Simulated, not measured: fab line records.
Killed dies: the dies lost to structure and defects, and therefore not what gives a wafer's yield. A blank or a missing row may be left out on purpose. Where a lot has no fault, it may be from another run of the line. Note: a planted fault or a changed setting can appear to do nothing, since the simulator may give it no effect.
Chamber matching -- flow gf180mcu -- 4 sister chambers for GF_V3_CMP_04 on cmp-01
The step polishes SiO2. 16 wafers are shown with their chamber, then 8 later ones without.

## WAFERS PAIRED WITH THEIR CHAMBERS
wafer,chamber,motor current A (A),time to endpoint s (s),platen rpm (rpm)
L271.1,1,11.6,79,60.02
L271.2,3,13.4,86,59.95
L271.3,0,12.7,83,60.05
L273.3,2,12.7,80,60.01
L273.5,2,12.3,77,59.91
L273.6,3,13.1,82,59.96
L274.2,3,13.5,78,60.01
L274.3,2,11.6,74,59.93
L274.5,1,12.6,81,60.04
L285.1,0,13.0,81,59.97
L285.3,3,13.7,77,60.01
L285.6,1,11.8,86,59.99
L286.1,2,12.1,79,60.08
L286.2,1,11.8,80,60.02
L286.4,0,12.8,84,60.05
L288.1,2,12.6,75,60.05

SIGNATURES, as means of the wafers listed above
reading,chamber 0,chamber 1,chamber 2,chamber 3,scatter within a chamber
motor current A,12.833,11.950,12.260,13.425,0.365
time to endpoint s,82.67,81.50,77.00,80.75,3.03
platen rpm,60.0233,60.0175,59.9960,59.9825,0.0504
Rule: distance of a wafer from a chamber = root of the sum over the readings of ((wafer's reading minus chamber's mean) / reading's scatter) squared. The wafer belongs to the nearest chamber; if the next one is less than 2 further off, it can't be placed. How the scatter is found: for the shown wafers, subtract from each reading the mean of its chamber, square and add these, divide the total by (wafers less chambers), then take the root.

## WAFERS MISSING THEIR CHAMBER
wafer,motor current A (A),time to endpoint s (s),platen rpm (rpm)
L288.2,13.3,78,59.99
L288.5,13.8,84,60.02
L291.2,11.8,80,59.94
L291.3,12.7,79,60.03
L291.5,13.5,80,59.92
L292.2,12.3,77,60.02
L292.3,11.9,83,60.04
L292.6,12.8,88,59.95

## WHICH CHAMBER EACH WENT THROUGH
wafer,from the rows above,in truth
L288.2,can't be placed: 3 or 0 or 2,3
L288.5,can't be placed: 3 or 0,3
L291.2,can't be placed: 1 or 2 or 0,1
L291.3,can't be placed: 0 or 2 or 1 or 3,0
L291.5,can't be placed: 3 or 0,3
L292.2,can't be placed: 2 or 1 or 0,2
L292.3,can't be placed: 1 or 2 or 0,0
L292.6,can't be placed: 0 or 3 or 1 or 2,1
Placed correctly: 0 of 8. Not placeable from these rows: 8 (in 8, the candidates include the true chamber). Number placed wrongly: 0.
